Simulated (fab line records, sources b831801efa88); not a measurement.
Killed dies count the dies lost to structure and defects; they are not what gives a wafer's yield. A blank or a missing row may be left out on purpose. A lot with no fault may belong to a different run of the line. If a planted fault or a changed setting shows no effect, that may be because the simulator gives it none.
fab line records -- flow sky130
record lots=24, wafers=72, last_day=50
route steps=708 shown FIELD_ISO@14 LOCAL_INTERCONNECT@398 VIA2@528 VIA3@574 VIA4@640
lots that met no fault: taken from a fault-free run of the same line
start_h: start of the lot's first displayed wafer, in hours after the record's first day -- wait_h: time in hours since the lot's previous step -- " unchanged from the row above -- L1.1+2: one row covering several wafers at once -- - either no value or no given start -- * or withheld: withheld -- < > ~ a bound
route shown NAME@n: NAME is a module with steps in the file, n the number in the route of the first one -- usual: average and standard deviation across the fault-free wafers -- same: alike in all rows -- chamber/n: place in a boat -- sites: each site's reading -- _std_site: the standard deviation of these -- _edge_site: outer sites' mean less inner sites' -- radius_mm: how far each site lies from the wafer's centre -- mask NAME#n: copy n -- behind: tool/chamber where the wafer was last shaped -- hold: why the lot was held/for how many hours/how that ended -- device: the n, p or np transistor that did not switch -- end of line: at the end of the route, the tests of the same wafers -- for a step that has no rows: nothing shown but its recipe -- killed: dies that structure and defects cost at the first sort, which is not the same as the wafer's yield -- map: the dies of a wafer, with x for killed, . for not killed, _ for no die there
set.NAME: the setting that was run; set.NAME@STEP: the one run at that earlier step -- model.NAME: the simulator's own value behind a step, which no gauge read
steps of the route over a sample of lots; a table a step, a row a wafer
services: from which hour (start_h, from the record's first day; less than 0 if before it) a tool's chamber was out of use, for how many hours, and why
## steps
# step SKY_FIELD_ISO_CD_MEAS_13
# recipe target_cd_nm=150
# usual cd_nm=149.7/1.4
lot.wafer,tool,chamber,start_h,wait_h,cd_nm
L074.1,cd_sem-01,-,28.28,-,149.8
L074.2,cd_sem-01,-,28.28,-,152.7
L074.4,cd_sem-01,-,28.28,-,150.6
L075.3,cd_sem-01,-,33.88,-,149.2
L075.5,cd_sem-01,-,33.88,-,150.5
L075.6,cd_sem-01,-,33.88,-,149.8
L076.1,cd_sem-02,-,40.49,-,150.5
L076.2,cd_sem-02,-,40.49,-,149.9
L076.5,cd_sem-02,-,40.49,-,150.0
L077.2,cd_sem-02,-,44.80,-,150.7
L077.3,cd_sem-02,-,44.80,-,151.2
L077.6,cd_sem-02,-,44.80,-,151.5
L078.3,cd_sem-02,-,52.18,-,150.6
L078.5,cd_sem-02,-,52.18,-,148.5
L078.6,cd_sem-02,-,52.18,-,149.9
L079.2,cd_sem-02,-,55.51,-,149.9
L079.3,cd_sem-02,-,55.51,-,149.3
L079.4,cd_sem-02,-,55.51,-,148.5
L080.2,cd_sem-01,-,60.66,-,152.5
L080.4,cd_sem-01,-,60.66,-,152.4
L080.6,cd_sem-01,-,60.66,-,151.7
L081.3,cd_sem-01,-,64.73,-,152.2
L081.4,cd_sem-01,-,64.73,-,150.9
L081.5,cd_sem-01,-,64.73,-,151.5
L082.1,cd_sem-02,-,71.51,-,146.8
L082.3,cd_sem-02,-,71.51,-,148.2
L082.5,cd_sem-02,-,71.51,-,148.3
L083.2,cd_sem-02,-,78.21,-,149.8
L083.3,cd_sem-02,-,78.21,-,146.9
L083.4,cd_sem-02,-,78.21,-,148.4
L084.2,cd_sem-02,-,81.71,-,149.9
L084.5,cd_sem-02,-,81.71,-,149.6
L084.6,cd_sem-02,-,81.71,-,149.5
L085.3,cd_sem-01,-,85.32,-,151.8
L085.4,cd_sem-01,-,85.32,-,150.9
L085.5,cd_sem-01,-,85.32,-,151.5
L086.2,cd_sem-01,-,90.75,-,148.4
L086.4,cd_sem-01,-,90.75,-,148.1
L086.6,cd_sem-01,-,90.75,-,147.0
L087.1,cd_sem-01,-,97.94,-,148.2
L087.2,cd_sem-01,-,97.94,-,148.8
L087.3,cd_sem-01,-,97.94,-,146.6
L088.3,cd_sem-01,-,104.13,-,150.6
L088.5,cd_sem-01,-,104.13,-,151.2
L088.6,cd_sem-01,-,104.13,-,151.5
L089.3,cd_sem-01,-,108.53,-,148.5
L089.5,cd_sem-01,-,108.53,-,149.3
L089.6,cd_sem-01,-,108.53,-,148.7
L090.1,cd_sem-01,-,113.69,-,147.6
L090.4,cd_sem-01,-,113.69,-,149.9
L090.5,cd_sem-01,-,113.69,-,149.3
L091.2,cd_sem-02,-,118.71,-,149.0
L091.4,cd_sem-02,-,118.71,-,148.6
L091.5,cd_sem-02,-,118.71,-,147.7
L092.1,cd_sem-02,-,125.69,-,148.0
L092.3,cd_sem-02,-,125.69,-,150.4
L092.5,cd_sem-02,-,125.69,-,148.0
L093.3,cd_sem-01,-,133.47,-,150.8
L093.4,cd_sem-01,-,133.47,-,149.3
L093.5,cd_sem-01,-,133.47,-,152.8
L094.1,cd_sem-02,-,133.78,-,150.1
L094.2,cd_sem-02,-,133.78,-,147.9
L094.5,cd_sem-02,-,133.78,-,148.9
L095.2,cd_sem-02,-,146.45,-,149.8
L095.3,cd_sem-02,-,146.45,-,149.1
L095.5,cd_sem-02,-,146.45,-,148.3
L096.1,cd_sem-01,-,146.69,-,151.7
L096.3,cd_sem-01,-,146.69,-,150.1
L096.4,cd_sem-01,-,146.69,-,151.1
L097.1,cd_sem-02,-,150.79,-,150.7
L097.2,cd_sem-02,-,150.79,-,151.2
L097.5,cd_sem-02,-,150.79,-,150.2
# step SKY_LOCAL_INTERCONNECT_CD_MEAS_11
# recipe target_cd_nm=170
# usual cd_nm=170.4/1.6
lot.wafer,tool,chamber,start_h,wait_h,cd_nm
L074.1,cd_sem-02,-,691.09,-,171.3
L074.2,cd_sem-02,-,691.09,-,170.8
L074.4,cd_sem-02,-,691.09,-,170.4
L075.3,cd_sem-01,-,707.03,-,169.6
L075.5,cd_sem-01,-,707.03,-,169.2
L075.6,cd_sem-01,-,707.03,-,171.1
L076.1,cd_sem-01,-,716.79,-,168.1
L076.2,cd_sem-01,-,716.79,-,169.6
L076.5,cd_sem-01,-,716.79,-,167.7
L077.2,cd_sem-01,-,720.65,-,170.5
L077.3,cd_sem-01,-,720.65,-,171.5
L077.6,cd_sem-01,-,720.65,-,169.6
L078.3,cd_sem-01,-,737.52,-,169.7
L078.5,cd_sem-01,-,737.52,-,170.6
L078.6,cd_sem-01,-,737.52,-,170.4
L079.2,cd_sem-02,-,738.75,-,174.0
L079.3,cd_sem-02,-,738.75,-,175.7
L079.4,cd_sem-02,-,738.75,-,173.4
L080.2,cd_sem-02,-,749.71,-,171.1
L080.4,cd_sem-02,-,749.71,-,171.5
L080.6,cd_sem-02,-,749.71,-,172.3
L081.3,cd_sem-02,-,756.78,-,170.9
L081.4,cd_sem-02,-,756.78,-,171.0
L081.5,cd_sem-02,-,756.78,-,169.7
L082.1,cd_sem-02,-,765.79,-,172.8
L082.3,cd_sem-02,-,765.79,-,172.1
L082.5,cd_sem-02,-,765.79,-,174.8
L083.2,cd_sem-01,-,788.61,-,167.9
L083.3,cd_sem-01,-,788.61,-,169.4
L083.4,cd_sem-01,-,788.61,-,167.8
L084.2,cd_sem-01,-,792.05,-,170.5
L084.5,cd_sem-01,-,792.05,-,170.1
L084.6,cd_sem-01,-,792.05,-,171.8
L085.3,cd_sem-01,-,793.93,-,169.1
L085.4,cd_sem-01,-,793.93,-,167.7
L085.5,cd_sem-01,-,793.93,-,167.9
L086.2,cd_sem-01,-,810.51,-,170.6
L086.4,cd_sem-01,-,810.51,-,169.6
L086.6,cd_sem-01,-,810.51,-,171.7
L087.1,cd_sem-02,-,826.49,-,171.3
L087.2,cd_sem-02,-,826.49,-,170.8
L087.3,cd_sem-02,-,826.49,-,170.7
L088.3,cd_sem-02,-,837.03,-,169.6
L088.5,cd_sem-02,-,837.03,-,168.5
L088.6,cd_sem-02,-,837.03,-,168.9
L089.3,cd_sem-01,-,842.93,-,170.8
L089.5,cd_sem-01,-,842.93,-,169.9
L089.6,cd_sem-01,-,842.93,-,170.7
L090.1,cd_sem-01,-,843.78,-,171.3
L090.4,cd_sem-01,-,843.78,-,172.4
L090.5,cd_sem-01,-,843.78,-,171.9
L091.2,cd_sem-02,-,846.85,-,169.2
L091.4,cd_sem-02,-,846.85,-,170.0
L091.5,cd_sem-02,-,846.85,-,168.9
L092.1,cd_sem-02,-,848.29,-,171.0
L092.3,cd_sem-02,-,848.29,-,170.8
L092.5,cd_sem-02,-,848.29,-,170.4
L093.3,cd_sem-02,-,852.33,-,170.9
L093.4,cd_sem-02,-,852.33,-,168.0
L093.5,cd_sem-02,-,852.33,-,169.6
L094.1,cd_sem-01,-,857.89,-,169.1
L094.2,cd_sem-01,-,857.89,-,169.9
L094.5,cd_sem-01,-,857.89,-,171.0
L095.2,cd_sem-02,-,880.51,-,172.0
L095.3,cd_sem-02,-,880.51,-,171.0
L095.5,cd_sem-02,-,880.51,-,172.5
L096.1,cd_sem-02,-,882.23,-,169.4
L096.3,cd_sem-02,-,882.23,-,167.1
L096.4,cd_sem-02,-,882.23,-,169.1
L097.1,cd_sem-02,-,897.93,-,169.0
L097.2,cd_sem-02,-,897.93,-,169.5
L097.5,cd_sem-02,-,897.93,-,168.6
# step SKY_VIA2_CVD_21
# recipe material=W, target_thk_nm=420, time_s=126.4, temp_c=400, pressure_torr=40
# usual heater_power_outer_w=554/74, heater_power_w=883/99
lot.wafer,tool,chamber,start_h,wait_h,heater_power_outer_w,heater_power_w
L074.1,cvd_w-02,1,833.76,0.0,603,874
L074.2,cvd_w-02,0,833.76,0.0,548,868
L074.4,cvd_w-02,1,833.76,0.0,614,894
L075.3,cvd_w-02,1,847.49,0.1,618,892
L075.5,cvd_w-02,0,847.49,0.1,543,858
L075.6,cvd_w-02,1,847.49,0.1,616,909
L076.1,cvd_w-02,1,859.18,0.0,619,896
L076.2,cvd_w-02,0,859.18,0.0,535,857
L076.5,cvd_w-02,0,859.18,0.0,547,893
L077.2,cvd_w-01,0,861.66,0.0,448,798
L077.3,cvd_w-01,0,861.66,0.0,469,786
L077.6,cvd_w-01,1,861.66,0.0,627,1112
L078.3,cvd_w-01,0,879.49,0.1,466,780
L078.5,cvd_w-01,1,879.49,0.1,638,1080
L078.6,cvd_w-01,0,879.49,0.1,447,804
L079.2,cvd_w-02,0,879.54,0.0,552,879
L079.3,cvd_w-02,1,879.54,0.0,623,912
L079.4,cvd_w-02,0,879.54,0.0,555,859
L080.2,cvd_w-02,1,890.60,0.0,624,896
L080.4,cvd_w-02,1,890.60,0.0,614,893
L080.6,cvd_w-02,1,890.60,0.0,622,906
L081.3,cvd_w-02,0,896.78,0.1,555,857
L081.4,cvd_w-02,1,896.78,0.1,625,889
L081.5,cvd_w-02,1,896.78,0.1,625,913
L082.1,cvd_w-02,0,904.76,0.0,552,840
L082.3,cvd_w-02,0,904.76,0.0,561,856
L082.5,cvd_w-02,1,904.76,0.0,628,885
L083.2,cvd_w-01,1,928.30,0.0,583,1005
L083.3,cvd_w-01,0,928.30,0.0,433,734
L083.4,cvd_w-01,1,928.30,0.0,570,1016
L084.2,cvd_w-01,1,930.14,0.0,590,1006
L084.5,cvd_w-01,0,930.14,0.0,425,742
L084.6,cvd_w-01,1,930.14,0.0,571,982
L085.3,cvd_w-01,1,931.98,0.1,587,1007
L085.4,cvd_w-01,0,931.98,0.1,416,720
L085.5,cvd_w-01,1,931.98,0.1,585,1008
L086.2,cvd_w-01,0,947.30,0.0,418,730
L086.4,cvd_w-01,1,947.30,0.0,566,1029
L086.6,cvd_w-01,1,947.30,0.0,584,999
L087.1,cvd_w-02,0,962.69,0.0,566,889
L087.2,cvd_w-02,1,962.69,0.0,622,934
L087.3,cvd_w-02,1,962.69,0.0,609,923
L088.3,cvd_w-01,1,971.50,0.1,605,994
L088.5,cvd_w-01,0,971.50,0.1,433,728
L088.6,cvd_w-01,1,971.50,0.1,591,974
L089.3,cvd_w-02,1,977.19,0.1,642,924
L089.5,cvd_w-02,0,977.19,0.1,562,850
L089.6,cvd_w-02,1,977.19,0.1,613,889
L090.1,cvd_w-01,0,978.31,0.0,431,713
L090.4,cvd_w-01,1,978.31,0.0,587,1002
L090.5,cvd_w-01,0,978.31,0.0,421,724
L091.2,cvd_w-02,0,981.14,0.0,555,863
L091.4,cvd_w-02,0,981.14,0.0,544,835
L091.5,cvd_w-02,1,981.14,0.0,646,894
L092.1,cvd_w-02,0,982.05,0.0,554,861
L092.3,cvd_w-02,1,982.05,0.0,639,889
L092.5,cvd_w-02,1,982.05,0.0,627,912
L093.3,cvd_w-01,1,986.20,0.1,589,1022
L093.4,cvd_w-01,0,986.20,0.1,433,722
L093.5,cvd_w-01,0,986.20,0.1,422,725
L094.1,cvd_w-02,1,990.29,0.0,644,900
L094.2,cvd_w-02,0,990.29,0.0,564,883
L094.5,cvd_w-02,1,990.29,0.0,632,931
L095.2,cvd_w-01,0,1012.25,0.0,416,738
L095.3,cvd_w-01,1,1012.25,0.0,584,995
L095.5,cvd_w-01,1,1012.25,0.0,585,1001
L096.1,cvd_w-01,1,1012.70,0.0,597,996
L096.3,cvd_w-01,0,1012.70,0.0,430,714
L096.4,cvd_w-01,1,1012.70,0.0,586,1013
L097.1,cvd_w-02,0,1024.80,0.0,554,880
L097.2,cvd_w-02,1,1024.80,0.0,629,929
L097.5,cvd_w-02,1,1024.80,0.0,627,898
# step SKY_VIA3_THK_MEAS_01
# recipe reads=SiO2_of_VIA3_HDPCVD_00
# usual VIA3_HDPCVD_THK=1634/16
lot.wafer,tool,chamber,start_h,wait_h,VIA3_HDPCVD_THK[nm]
L074.1,film_metro-01,-,887.72,0.1,1615
L074.2,film_metro-01,-,887.72,0.1,1626
L074.4,film_metro-01,-,887.72,0.1,1652
L075.3,film_metro-01,-,901.60,0.1,1616
L075.5,film_metro-01,-,901.60,0.1,1626
L075.6,film_metro-01,-,901.60,0.1,1621
L076.1,film_metro-04,-,913.02,0.1,1635
L076.2,film_metro-04,-,913.02,0.1,1624
L076.5,film_metro-04,-,913.02,0.1,1612
L077.2,film_metro-02,-,915.01,0.1,1617
L077.3,film_metro-02,-,915.01,0.1,1616
L077.6,film_metro-02,-,915.01,0.1,1617
L078.3,film_metro-04,-,932.56,0.1,1597
L078.5,film_metro-04,-,932.56,0.1,1616
L078.6,film_metro-04,-,932.56,0.1,1612
L079.2,film_metro-01,-,932.93,0.1,1645
L079.3,film_metro-01,-,932.93,0.1,1630
L079.4,film_metro-01,-,932.93,0.1,1627
L080.2,film_metro-01,-,943.03,0.1,1640
L080.4,film_metro-01,-,943.03,0.1,1638
L080.6,film_metro-01,-,943.03,0.1,1627
L081.3,film_metro-04,-,950.09,0.1,1652
L081.4,film_metro-04,-,950.09,0.1,1609
L081.5,film_metro-04,-,950.09,0.1,1639
L082.1,film_metro-02,-,957.78,0.1,1626
L082.3,film_metro-02,-,957.78,0.1,1641
L082.5,film_metro-02,-,957.78,0.1,1645
L083.2,film_metro-01,-,980.56,0.1,1627
L083.3,film_metro-01,-,980.56,0.1,1616
L083.4,film_metro-01,-,980.56,0.1,1614
L084.2,film_metro-01,-,981.76,0.1,1643
L084.5,film_metro-01,-,981.76,0.1,1635
L084.6,film_metro-01,-,981.76,0.1,1642
L085.3,film_metro-01,-,984.27,0.1,1661
L085.4,film_metro-01,-,984.27,0.1,1641
L085.5,film_metro-01,-,984.27,0.1,1661
L086.2,film_metro-02,-,997.98,0.1,1652
L086.4,film_metro-02,-,997.98,0.1,1669
L086.6,film_metro-02,-,997.98,0.1,1639
L087.1,film_metro-02,-,1012.27,0.1,1633
L087.2,film_metro-02,-,1012.27,0.1,1623
L087.3,film_metro-02,-,1012.27,0.1,1607
L088.3,film_metro-02,-,1020.74,0.1,1617
L088.5,film_metro-02,-,1020.74,0.1,1631
L088.6,film_metro-02,-,1020.74,0.1,1633
L089.3,film_metro-04,-,1025.49,0.1,1660
L089.5,film_metro-04,-,1025.49,0.1,1649
L089.6,film_metro-04,-,1025.49,0.1,1673
L090.1,film_metro-02,-,1026.60,0.1,1632
L090.4,film_metro-02,-,1026.60,0.1,1625
L090.5,film_metro-02,-,1026.60,0.1,1634
L091.2,film_metro-01,-,1029.71,0.1,1642
L091.4,film_metro-01,-,1029.71,0.1,1609
L091.5,film_metro-01,-,1029.71,0.1,1624
L092.1,film_metro-02,-,1031.13,0.1,1653
L092.3,film_metro-02,-,1031.13,0.1,1624
L092.5,film_metro-02,-,1031.13,0.1,1659
L093.3,film_metro-02,-,1034.79,0.1,1626
L093.4,film_metro-02,-,1034.79,0.1,1610
L093.5,film_metro-02,-,1034.79,0.1,1622
L094.1,film_metro-02,-,1038.27,0.1,1631
L094.2,film_metro-02,-,1038.27,0.1,1643
L094.5,film_metro-02,-,1038.27,0.1,1660
L095.2,film_metro-01,-,1058.94,0.1,1651
L095.3,film_metro-01,-,1058.94,0.1,1646
L095.5,film_metro-01,-,1058.94,0.1,1638
L096.1,film_metro-04,-,1060.00,0.1,1630
L096.3,film_metro-04,-,1060.00,0.1,1619
L096.4,film_metro-04,-,1060.00,0.1,1618
L097.1,film_metro-02,-,1069.78,0.1,1638
L097.2,film_metro-02,-,1069.78,0.1,1619
L097.5,film_metro-02,-,1069.78,0.1,1632
# step SKY_VIA4_THK_MEAS_01
# recipe reads=SiO2_of_VIA4_HDPCVD_00
# usual VIA4_HDPCVD_THK=1742/19
lot.wafer,tool,chamber,start_h,wait_h,VIA4_HDPCVD_THK[nm]
L074.1,film_metro-02,-,965.84,0.1,1745
L074.2,film_metro-02,-,965.84,0.1,1735
L074.4,film_metro-02,-,965.84,0.1,1719
L075.3,film_metro-03,-,979.62,0.1,1746
L075.5,film_metro-03,-,979.62,0.1,1762
L075.6,film_metro-03,-,979.62,0.1,1743
L076.1,film_metro-01,-,989.15,0.1,1765
L076.2,film_metro-01,-,989.15,0.1,1762
L076.5,film_metro-01,-,989.15,0.1,1770
L077.2,film_metro-01,-,992.55,0.1,1734
L077.3,film_metro-01,-,992.55,0.1,1728
L077.6,film_metro-01,-,992.55,0.1,1715
L078.3,film_metro-01,-,1008.74,0.1,1766
L078.5,film_metro-01,-,1008.74,0.1,1753
L078.6,film_metro-01,-,1008.74,0.1,1776
L079.2,film_metro-02,-,1009.71,0.1,1768
L079.3,film_metro-02,-,1009.71,0.1,1761
L079.4,film_metro-02,-,1009.71,0.1,1743
L080.2,film_metro-03,-,1016.91,0.1,1737
L080.4,film_metro-03,-,1016.91,0.1,1766
L080.6,film_metro-03,-,1016.91,0.1,1763
L081.3,film_metro-03,-,1023.49,0.1,1721
L081.4,film_metro-03,-,1023.49,0.1,1709
L081.5,film_metro-03,-,1023.49,0.1,1721
L082.1,film_metro-03,-,1032.51,0.1,1725
L082.3,film_metro-03,-,1032.51,0.1,1741
L082.5,film_metro-03,-,1032.51,0.1,1756
L083.2,film_metro-03,-,1051.79,0.1,1733
L083.3,film_metro-03,-,1051.79,0.1,1740
L083.4,film_metro-03,-,1051.79,0.1,1729
L084.2,film_metro-03,-,1053.54,0.1,1743
L084.5,film_metro-03,-,1053.54,0.1,1749
L084.6,film_metro-03,-,1053.54,0.1,1741
L085.3,film_metro-03,-,1058.57,0.1,1760
L085.4,film_metro-03,-,1058.57,0.1,1769
L085.5,film_metro-03,-,1058.57,0.1,1771
L086.2,film_metro-02,-,1066.76,0.1,1728
L086.4,film_metro-02,-,1066.76,0.1,1778
L086.6,film_metro-02,-,1066.76,0.1,1745
L087.1,film_metro-01,-,1081.55,0.1,1766
L087.2,film_metro-01,-,1081.55,0.1,1746
L087.3,film_metro-01,-,1081.55,0.1,1758
L088.3,film_metro-03,-,1089.73,0.1,1706
L088.5,film_metro-03,-,1089.73,0.1,1753
L088.6,film_metro-03,-,1089.73,0.1,1710
L089.3,film_metro-01,-,1093.06,0.1,1729
L089.5,film_metro-01,-,1093.06,0.1,1735
L089.6,film_metro-01,-,1093.06,0.1,1747
L090.1,film_metro-02,-,1094.18,0.1,1758
L090.4,film_metro-02,-,1094.18,0.1,1713
L090.5,film_metro-02,-,1094.18,0.1,1731
L091.2,film_metro-03,-,1096.18,0.1,1715
L091.4,film_metro-03,-,1096.18,0.1,1740
L091.5,film_metro-03,-,1096.18,0.1,1742
L092.1,film_metro-01,-,1098.86,0.1,1709
L092.3,film_metro-01,-,1098.86,0.1,1708
L092.5,film_metro-01,-,1098.86,0.1,1715
L093.3,film_metro-02,-,1101.63,0.1,1717
L093.4,film_metro-02,-,1101.63,0.1,1758
L093.5,film_metro-02,-,1101.63,0.1,1714
L094.1,film_metro-01,-,1105.52,0.1,1732
L094.2,film_metro-01,-,1105.52,0.1,1747
L094.5,film_metro-01,-,1105.52,0.1,1735
L095.2,film_metro-02,-,1121.08,0.1,1737
L095.3,film_metro-02,-,1121.08,0.1,1757
L095.5,film_metro-02,-,1121.08,0.1,1764
L096.1,film_metro-03,-,1121.49,0.1,1735
L096.3,film_metro-03,-,1121.49,0.1,1749
L096.4,film_metro-03,-,1121.49,0.1,1743
L097.1,film_metro-02,-,1129.46,0.1,1756
L097.2,film_metro-02,-,1129.46,0.1,1746
L097.5,film_metro-02,-,1129.46,0.1,1751
# step SKY_VIA4_CMP_02
# recipe material=SiO2, down_force_psi=4, platen_rpm=60, pad_velocity_m_s=0.94248
# usual motor_current_A=12.4/1.2
lot.wafer,tool,chamber,start_h,wait_h,motor_current_A
L074.2,cmp-02,2,965.95,0.1,13.2
L074.1,cmp-02,3,965.95,0.1,10.3
L074.4,cmp-02,0,965.95,0.1,13.8
L075.3,cmp-02,1,979.81,0.2,10.9
L075.6,cmp-02,2,979.81,0.2,13.0
L075.5,cmp-02,3,979.81,0.2,10.7
L076.2,cmp-02,3,989.21,0.0,10.4
L076.1,cmp-02,1,989.21,0.0,11.1
L076.5,cmp-02,0,989.21,0.0,13.0
L077.2,cmp-01,3,992.60,0.0,12.1
L077.3,cmp-01,1,992.60,0.0,12.1
L077.6,cmp-01,0,992.60,0.0,11.9
L078.3,cmp-02,3,1008.88,0.1,10.8
L078.5,cmp-02,1,1008.88,0.1,10.6
L078.6,cmp-02,2,1008.88,0.1,13.2
L079.2,cmp-01,0,1009.76,0.0,12.6
L079.4,cmp-01,1,1009.76,0.0,12.2
L079.3,cmp-01,2,1009.76,0.0,13.6
L080.4,cmp-01,0,1017.08,0.1,11.7
L080.2,cmp-01,2,1017.08,0.1,14.1
L080.6,cmp-01,0,1017.08,0.1,11.2
L081.4,cmp-01,1,1023.53,0.0,12.8
L081.3,cmp-01,2,1023.53,0.0,14.4
L081.5,cmp-01,2,1023.53,0.0,14.0
L082.3,cmp-01,0,1032.67,0.1,12.0
L082.1,cmp-01,1,1032.67,0.1,12.8
L082.5,cmp-01,3,1032.67,0.1,12.7
L083.3,cmp-02,0,1051.84,0.0,13.5
L083.2,cmp-02,1,1051.84,0.0,10.8
L083.4,cmp-02,2,1051.84,0.0,13.4
L084.2,cmp-02,0,1053.97,0.4,13.3
L084.5,cmp-02,0,1053.97,0.4,12.8
L084.6,cmp-02,1,1053.97,0.4,10.5
L085.4,cmp-01,2,1059.29,0.7,13.2
L085.3,cmp-01,3,1059.29,0.7,12.3
L085.5,cmp-01,1,1059.29,0.7,13.1
L086.2,cmp-01,1,1066.86,0.1,12.8
L086.4,cmp-01,3,1066.86,0.1,11.9
L086.6,cmp-01,1,1066.86,0.1,12.9
L087.2,cmp-01,1,1081.61,0.0,13.3
L087.3,cmp-01,3,1081.61,0.0,11.7
L087.1,cmp-01,0,1081.61,0.0,12.2
L088.3,cmp-02,3,1089.82,0.1,10.6
L088.6,cmp-02,2,1089.82,0.1,12.8
L088.5,cmp-02,3,1089.82,0.1,10.6
L089.3,cmp-01,1,1093.20,0.1,12.1
L089.5,cmp-01,3,1093.20,0.1,12.3
L089.6,cmp-01,0,1093.20,0.1,11.7
L090.4,cmp-02,0,1094.24,0.0,13.6
L090.1,cmp-02,1,1094.24,0.0,11.0
L090.5,cmp-02,0,1094.24,0.0,13.5
L091.4,cmp-01,0,1096.28,0.1,10.9
L091.2,cmp-01,2,1096.28,0.1,13.1
L091.5,cmp-01,0,1096.28,0.1,11.9
L092.3,cmp-02,2,1098.97,0.1,13.7
L092.1,cmp-02,3,1098.97,0.1,10.6
L092.5,cmp-02,1,1098.97,0.1,10.9
L093.4,cmp-01,3,1105.72,4.1,12.1
L093.3,cmp-01,0,1105.72,4.1,12.0
L093.5,cmp-01,2,1105.72,4.1,13.4
L094.2,cmp-01,2,1110.52,5.0,14.7
L094.1,cmp-01,0,1110.52,5.0,11.8
L094.5,cmp-01,2,1110.52,5.0,13.9
L095.2,cmp-02,0,1123.70,2.6,12.3
L095.3,cmp-02,2,1123.70,2.6,13.4
L095.5,cmp-02,3,1123.70,2.6,10.7
L096.1,cmp-02,2,1124.25,2.8,13.6
L096.3,cmp-02,0,1124.25,2.8,13.9
L096.4,cmp-02,1,1124.25,2.8,10.9
L097.1,cmp-02,1,1129.63,0.2,11.6
L097.2,cmp-02,0,1129.63,0.2,14.1
L097.5,cmp-02,2,1129.63,0.2,13.0
## services
tool,chamber,start_h,hours,kind
cvd_w-02,-,821.80,2.8,pm
cmp-01,-,834.46,2.1,repair
cmp-02,-,842.96,2.3,repair
cmp-02,-,908.45,4.9,repair
cmp-02,-,913.36,4.0,pm
cmp-01,-,922.08,0.5,repair
cmp-02,-,923.62,8.3,pm
cvd_w-02,0,944.83,13.3,repair
cvd_w-02,-,1005.80,0.2,repair
cmp-01,-,1019.40,3.8,repair
cvd_w-02,-,1032.58,0.8,repair
cmp-01,-,1046.16,0.7,repair
cmp-01,-,1052.91,1.1,repair
cmp-02,-,1055.28,4.3,pm
cvd_w-02,0,1061.54,1.4,repair
cmp-02,-,1075.10,9.9,repair
cmp-01,-,1084.01,4.0,pm
cmp-01,-,1088.01,4.1,pm
cmp-01,-,1100.47,0.2,repair
cmp-02,-,1101.04,17.8,pm
cmp-01,-,1101.44,3.9,repair
cvd_w-02,1,1103.25,4.1,repair
cmp-01,-,1115.00,0.4,repair
cmp-01,-,1118.98,7.1,pm
## key
fault none
